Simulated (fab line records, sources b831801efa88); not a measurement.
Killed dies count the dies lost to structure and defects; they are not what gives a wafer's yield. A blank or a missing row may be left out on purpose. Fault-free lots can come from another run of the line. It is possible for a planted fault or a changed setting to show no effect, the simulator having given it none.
fab line records	flow sky130
[record] lots = 5	wafers = 23
route steps=708 shown VIA4@657 METAL5@665 PASSIVATION@687
start-h: hours from the record's opening day to when the first of the lot's shown wafers began	wait-h: hours from the lot's prior step to this one	" the same as in the row above	L1.1+2: a single row standing in for several wafers	- no value present, or no start provided	* or withheld: withheld	< > ~ a bound
route shown NAME@n: names a module that has steps shown in the file, with the first one's number in the route	usual: mean/standard deviation of fault-free wafers	same: alike in all rows	chamber/n: place in a boat	sites: each site's reading	_std_site: how widely they spread, as a standard deviation	_edge_site: outer sites' mean less inner sites'	radius-mm: for every site, how far away it sits from the centre of the wafer	mask NAME#n: copy n	behind: the tool/chamber that last shaped the wafer	hold: why the lot was held/for how many hours/how that ended	device: names the non-switching transistor (n, p or np)	end of line: at the end of the route, the tests of the same wafers	a step with no rows: only its recipe	killed: count of dies lost to structure and defects at first sort (not the wafer's yield)	map: dies across one wafer; x = killed, . = not, _ = none there
set.NAME: the setting the step ran with; set.NAME@STEP: the setting that earlier step ran with	model.NAME: the simulator's own value behind a step, which no gauge read
one table per step and one row per wafer, for lots whose settings were changed on purpose
[[steps]]
[step SKY_VIA4_CVD_18]
[recipe] material = W	target-thk-nm = 505	time-s = 152.14	temp-c = 400	pressure-torr = 40
lot.wafer	tool	chamber	start-h	wait-h	set.temp-c	model.W_of_VIA4_CVD_18.thk-nm
L074.1	cvd-w-02	1	995.56	0.0	400	503.8
L074.3	"	0	"	"	400	507.1
L074.4	"	1	"	"	400	502.2
L074.5	"	1	"	"	400	505.3
L074.6	"	0	"	"	400	504.1
L080.1	cvd-w-02	0	1041.21	0.0	400	506.6
L080.2	"	1	"	"	388.6	409.3
L080.3+5	"	1	"	"	400	503.7
L080.4	"	0	"	"	388.6	410.1
L081.1	cvd-w-02	0	1050.90	0.0	400	507.8
L081.3	"	1	"	"	400	507.2
L081.6	"	0	"	"	400	505
L083.1	cvd-w-01	0	1068.85	0.0	400	501.6
L083.2	"	1	"	"	400	495.4
L083.3	"	0	"	"	400	500
L083.4	"	1	"	"	400	499.9
L083.6	"	0	"	"	400	497
L085.1	cvd-w-01	0	1077.20	0.0	393.9	449.8
L085.2	"	1	"	"	393.9	449.6
L085.3	"	1	"	"	393.9	450.8
L085.4	"	0	"	"	400	500.1
L085.5	"	1	"	"	400	498.3
[step SKY_VIA4_RS_MEAS_19]
[recipe] thk-meas-gauge = four-point-probe	reads = W_of_VIA4_CVD_18+TiN_of_VIA4_SPUTTER_17
[usual] VIA4_W_RS = 0.2263/0.0021
lot.wafer	tool	chamber	start-h	wait-h	set.temp-c@VIA4_CVD_18	VIA4_W_RS[ohm/sq]
L074.1	film-metro-03	-	995.71	0.1	400	0.2267
L074.3	"	-	"	"	400	0.2251
L074.4	"	-	"	"	400	0.2273
L074.5	"	-	"	"	400	0.2261
L074.6	"	-	"	"	400	0.2266
L080.1	film-metro-01	-	1041.36	0.1	400	0.2257
L080.2	"	-	"	"	388.6	0.2798
L080.3	"	-	"	"	400	0.2276
L080.4	"	-	"	"	388.6	0.2789
L080.5	"	-	"	"	400	0.2269
L081.1	film-metro-01	-	1051.05	0.1	400	0.2254
L081.3	"	-	"	"	400	0.2253
L081.6	"	-	"	"	400	0.2267
L083.1	film-metro-02	-	1069.00	0.1	400	0.2280
L083.2	"	-	"	"	400	0.2306
L083.3	"	-	"	"	400	0.2286
L083.4	"	-	"	"	400	0.2285
L083.6	"	-	"	"	400	0.2300
L085.1	film-metro-01	-	1077.35	0.1	393.9	0.2539
L085.2	"	-	"	"	393.9	0.2540
L085.3	"	-	"	"	393.9	0.2539
L085.4	"	-	"	"	400	0.2284
L085.5	"	-	"	"	400	0.2295
[step SKY_VIA4_THK_MEAS_20]
[recipe] thk-meas-gauge = xrf	reads = W_of_VIA4_CVD_18
[usual] VIA4_W_THK = 506/5.8
lot.wafer	tool	chamber	start-h	wait-h	set.temp-c@VIA4_CVD_18	VIA4_W_THK[nm]
L074.1	film-metro-03	-	995.83	0.1	400	508
L074.3	"	-	"	"	400	511
L074.4	"	-	"	"	400	506
L074.5	"	-	"	"	400	505
L074.6	"	-	"	"	400	507
L080.1	film-metro-01	-	1041.48	0.1	400	514
L080.2	"	-	"	"	388.6	416
L080.3	"	-	"	"	400	509
L080.4	"	-	"	"	388.6	417
L080.5	"	-	"	"	400	508
L081.1	film-metro-01	-	1051.17	0.1	400	512
L081.3	"	-	"	"	400	515
L081.6	"	-	"	"	400	511
L083.1	film-metro-02	-	1069.12	0.1	400	501
L083.2	"	-	"	"	400	493
L083.3	"	-	"	"	400	498
L083.4	"	-	"	"	400	496
L083.6	"	-	"	"	400	497
L085.1	film-metro-01	-	1077.47	0.1	393.9	453
L085.2	"	-	"	"	393.9	454
L085.3	"	-	"	"	393.9	455
L085.4	"	-	"	"	400	504
L085.5	"	-	"	"	400	504
[step SKY_VIA4_CMP_21]
[recipe] stop-on = SiO2	t-overpolish-s = 25	down-force-psi = 3.5	platen-rpm = 60	target-thk-nm = 0	pad-velocity-m-s = 0.94248
[usual] time-to-endpoint-s = 122/4.5
lot.wafer	tool	chamber	start-h	wait-h	set.temp-c@VIA4_CVD_18	time-to-endpoint-s
L074.1	cmp-01	0	995.89	0.1	400	121
L074.4	"	2	"	"	400	124
L074.3	"	3	"	"	400	120
L074.5	"	0	"	"	400	123
L074.6	"	1	"	"	400	121
L080.1	cmp-01	0	1041.54	0.1	400	124
L080.3	"	1	"	"	400	127
L080.2	"	2	"	"	388.6	103
L080.4	"	3	"	"	388.6	101
L080.5	"	0	"	"	400	131
L081.3	cmp-02	0	1051.23	0.0	400	121
L081.1	"	1	"	"	400	118
L081.6	"	1	"	"	400	119
L083.2	cmp-02	2	1069.30	0.2	400	124
L083.1	"	3	"	"	400	120
L083.3	"	0	"	"	400	118
L083.4	"	1	"	"	400	113
L083.6	"	2	"	"	400	123
L085.3	cmp-01	3	1077.53	0.0	393.9	112
L085.2	"	0	"	"	393.9	115
L085.1	"	1	"	"	393.9	114
L085.4	"	2	"	"	400	126
L085.5	"	0	"	"	400	126
[step SKY_METAL5_SPUTTER_04]
[recipe] material = TiN	target-thk-nm = 70	power-w = 6500	time-s = 58.3	chamber-pressure-pa = 0.4
lot.wafer	tool	chamber	start-h	wait-h	set.power-w	model.TiN_of_METAL5_SPUTTER_04.thk-nm
L074.1	pvd-sputter-04	-	996.31	0.0	6500	70.9
L074.3	"	-	"	"	6500	70.07
L074.4	"	-	"	"	6500	70.68
L074.5	"	-	"	"	6260	68.26
L074.6	"	-	"	"	6260	67.85
L080.1	pvd-sputter-01	-	1041.96	0.0	7135	76.65
L080.2	"	-	"	"	7135	77.99
L080.3	"	-	"	"	7135	77.54
L080.4	"	-	"	"	6500	70.68
L080.5	"	-	"	"	6500	70.05
L081.1	pvd-sputter-01	-	1051.65	0.0	6500	70.53
L081.3	"	-	"	"	6500	71.18
L081.6	"	-	"	"	6500	69.92
L083.1	pvd-sputter-01	-	1069.72	0.0	5928	62.71
L083.2	"	-	"	"	5928	63.67
L083.3	"	-	"	"	5928	62.1
L083.4	"	-	"	"	6500	69.11
L083.6	"	-	"	"	6500	69.76
L085.1	pvd-sputter-01	-	1077.95	0.0	6223	66.15
L085.2	"	-	"	"	6223	66.31
L085.3	"	-	"	"	6500	68.83
L085.4	"	-	"	"	6500	68
L085.5	"	-	"	"	6500	69.73
[step SKY_METAL5_METAL_ETCH_15]
[recipe] target-depth-a = 12600	stop-on = SiO2	over-etch-frac = 0.2	time-s = 252	chemistry = Cl2/BCl3	resist-sidewall-deg = 86	pressure-mtorr = 10	icp-w = 900	bias-w = 48.5	Cl2_flow_sccm = 60	bcl3-flow-sccm = 30
lot.wafer	tool	chamber	start-h	wait-h	set.time-s	model.NOVOLAK_of_METAL5_COAT_09.thk-nm
L074.1	rie-metal-04	0	1020.00	0.0	252	1051
L074.3+6	"	1	"	"	252	1056
L074.4	"	0	"	"	252	1049
L074.5	"	0	"	"	252	1039
L080.1+2	rie-metal-01	0,1	1063.68	0.0	218.3	-
L080.3	"	0	"	"	252	-
L080.4	"	1	"	"	252	1025
L080.5	"	1	"	"	218.3	1125
L081.1	rie-metal-02	1	1073.59	0.1	252	1028
L081.3	"	1	"	"	252	1030
L081.6	"	1	"	"	252	1031
L083.1+3	rie-metal-04	1,0	1089.83	0.0	252	-
L083.2	"	0	"	"	267.8	-
L083.4	"	1	"	"	267.8	1013
L083.6	"	0	"	"	267.8	990
L085.1	rie-metal-04	0	1098.05	0.0	252	1039
L085.2	"	1	"	"	267.1	1012
L085.3	"	0	"	"	252	1035
L085.4	"	1	"	"	252	1062
L085.5	"	1	"	"	267.1	1018
[step SKY_METAL5_STRIP_16]
[recipe] chemistry = O2/N2	power-w = 1400	pressure-mtorr = 1500	platen-temp-c = withheld	o2-flow-sccm = 3000	n2-flow-sccm = 300	overash-fraction = 0.5
[usual] strip-time-to-endpoint-s = 13.13/0.13
lot.wafer	tool	chamber	start-h	wait-h	set.time-s@METAL5_METAL_ETCH_15	strip-time-to-endpoint-s
L074.1	plasma-asher-04	0	1020.24	0.2	252	13.23
L074.3	"	1	"	"	252	13.30
L074.4	"	0	"	"	252	13.24
L074.5	"	0	"	"	252	13.12
L074.6	"	1	"	"	252	13.30
L080.1	plasma-asher-03	0	1063.92	0.2	218.3	14.16
L080.2	"	1	"	"	218.3	14.11
L080.3	"	0	"	"	252	13.06
L080.4	"	1	"	"	252	12.96
L080.5	"	1	"	"	218.3	14.10
L081.1	plasma-asher-02	1	1074.06	0.4	252	12.97
L081.3	"	1	"	"	252	13.01
L081.6	"	1	"	"	252	13.02
L083.1	plasma-asher-03	0	1090.07	0.2	252	13.24
L083.2	"	1	"	"	267.8	12.61
L083.3	"	0	"	"	252	13.08
L083.4	"	1	"	"	267.8	12.82
L083.6	"	0	"	"	267.8	12.60
L085.1	plasma-asher-02	0	1098.29	0.2	252	13.14
L085.2	"	1	"	"	267.1	12.80
L085.3	"	0	"	"	252	13.07
L085.4	"	1	"	"	252	13.37
L085.5	"	0	"	"	267.1	12.87
[step SKY_PASSIVATION_COAT_06]
[recipe] spin-rpm = 2000	resist-thk-nm = 3000
lot.wafer	tool	chamber	start-h	wait-h	set.spin-rpm	model.coat_of_PASSIVATION_COAT_06.thk-nm
L074.1	litho-track-04	0	1031.68	0.1	2000	2997
L074.3	"	0	"	"	2088	2919
L074.4	"	0	"	"	2000	2995
L074.5	"	0	"	"	2000	2996
L074.6	"	0	"	"	2088	2934
L080.1	litho-track-01	0	1075.17	0.1	1865	3113
L080.2	"	0	"	"	2000	3016
L080.3	"	0	"	"	1865	3118
L080.4	"	0	"	"	1865	3124
L080.5	"	0	"	"	2000	3020
L081.1	litho-track-03	0	1084.55	0.1	2000	2996
L081.3	"	0	"	"	2000	3009
L081.6	"	0	"	"	2000	2999
L083.1	litho-track-01	0	1100.32	0.1	2087	2943
L083.2	"	0	"	"	2000	2999
L083.3	"	0	"	"	2000	3004
L083.4	"	0	"	"	2087	2942
L083.6	"	0	"	"	2087	2944
L085.1	litho-track-03	0	1108.45	0.1	2000	3005
L085.2	"	0	"	"	2043	2971
L085.3	"	0	"	"	2043	2965
L085.4	"	0	"	"	2000	3004
L085.5	"	0	"	"	2043	2966
[step SKY_PASSIVATION_SOFTBAKE_07]
[recipe] temp-c = 110	time-s = withheld
[step SKY_PASSIVATION_EXPOSE_08]
[recipe] mask-id = NSM	target-cd-nm = 3000	na = 0.57	dose-mj = 260
[step SKY_PASSIVATION_DEVELOP_10]
[recipe] develop-time-s = 60	dev-temp-c = 23
[step SKY_PASSIVATION_ETCH_11]
[recipe] chemistry = CF4/O2	target-depth-nm = 725	stop-on = AlCu	source-w = 800	bias-w = 146.6	pressure-mtorr = 150	cf4-flow-sccm = 80	O2_flow_sccm = 10	time-s = 161.1
[step SKY_PASSIVATION_STRIP_12]
[recipe] chemistry = O2/N2	power-w = 1400	pressure-mtorr = 1500	platen-temp-c = withheld	overash-fraction = 0.7	o2-flow-sccm = 3000	n2-flow-sccm = 300
[usual] strip-time-to-endpoint-s = 31.59/0.1
lot.wafer	tool	chamber	start-h	wait-h	set.spin-rpm@PASSIVATION_COAT_06	strip-time-to-endpoint-s
L074.1	plasma-asher-03	0	1043.35	0.1	2000	31.49
L074.3	"	1	"	"	2088	30.63
L074.4	"	0	"	"	2000	31.53
L074.5	"	0	"	"	2000	31.51
L074.6	"	1	"	"	2088	30.80
L080.1	plasma-asher-04	0	1085.84	0.1	1865	32.93
L080.2	"	1	"	"	2000	31.84
L080.3	"	1	"	"	1865	32.96
L080.4	"	0	"	"	1865	32.85
L080.5	"	0	"	"	2000	31.71
L081.1	plasma-asher-04	0	1095.27	0.1	2000	31.51
L081.3	"	0	"	"	2000	31.74
L081.6	"	1	"	"	2000	31.69
L083.1	plasma-asher-04	1	1110.76	0.1	2087	30.92
L083.2	"	0	"	"	2000	31.54
L083.3	"	1	"	"	2000	31.64
L083.4	"	0	"	"	2087	30.89
L083.6	"	1	"	"	2087	30.92
L085.1	plasma-asher-03	0	1118.22	0.1	2000	31.62
L085.2	"	1	"	"	2043	31.12
L085.3	"	0	"	"	2043	31.28
L085.4	"	1	"	"	2000	31.57
L085.5	"	1	"	"	2043	31.12
[[key]]
[split] step = SKY_VIA4_CVD_18	setting = temp-c	stated = 400	by = wafer
[response] step = SKY_VIA4_CVD_18	reading = model.W_of_VIA4_CVD_18.thk-nm	change = +33.1	per = 1%	r = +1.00
[response] step = SKY_VIA4_RS_MEAS_19	reading = VIA4_W_RS	change = -0.018	per = 1%	r = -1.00
[response] step = SKY_VIA4_THK_MEAS_20	reading = VIA4_W_THK	change = +32.9	per = 1%	r = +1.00
[response] step = SKY_VIA4_CMP_21	reading = time-to-endpoint-s	change = *	per = 1%	r = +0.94
[split] step = SKY_METAL5_SPUTTER_04	setting = power-w	stated = 6500	by = wafer
[response] step = SKY_METAL5_SPUTTER_04	reading = model.TiN_of_METAL5_SPUTTER_04.thk-nm	change = +0.719	per = 1%	r = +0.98
[split] step = SKY_METAL5_METAL_ETCH_15	setting = time-s	stated = 252	by = wafer
[response] step = SKY_METAL5_METAL_ETCH_15	reading = model.NOVOLAK_of_METAL5_COAT_09.thk-nm	change = -6.69	per = 1%	r = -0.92
[response] step = SKY_METAL5_STRIP_16	reading = strip-time-to-endpoint-s	change = *	per = 1%	r = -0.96
[split] step = SKY_PASSIVATION_COAT_06	setting = spin-rpm	stated = 2000	by = wafer
[response] step = SKY_PASSIVATION_COAT_06	reading = model.coat_of_PASSIVATION_COAT_06.thk-nm	change = -14.9	per = 1%	r = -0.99
[response] step = SKY_PASSIVATION_STRIP_12	reading = strip-time-to-endpoint-s	change = *	per = 1%	r = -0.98
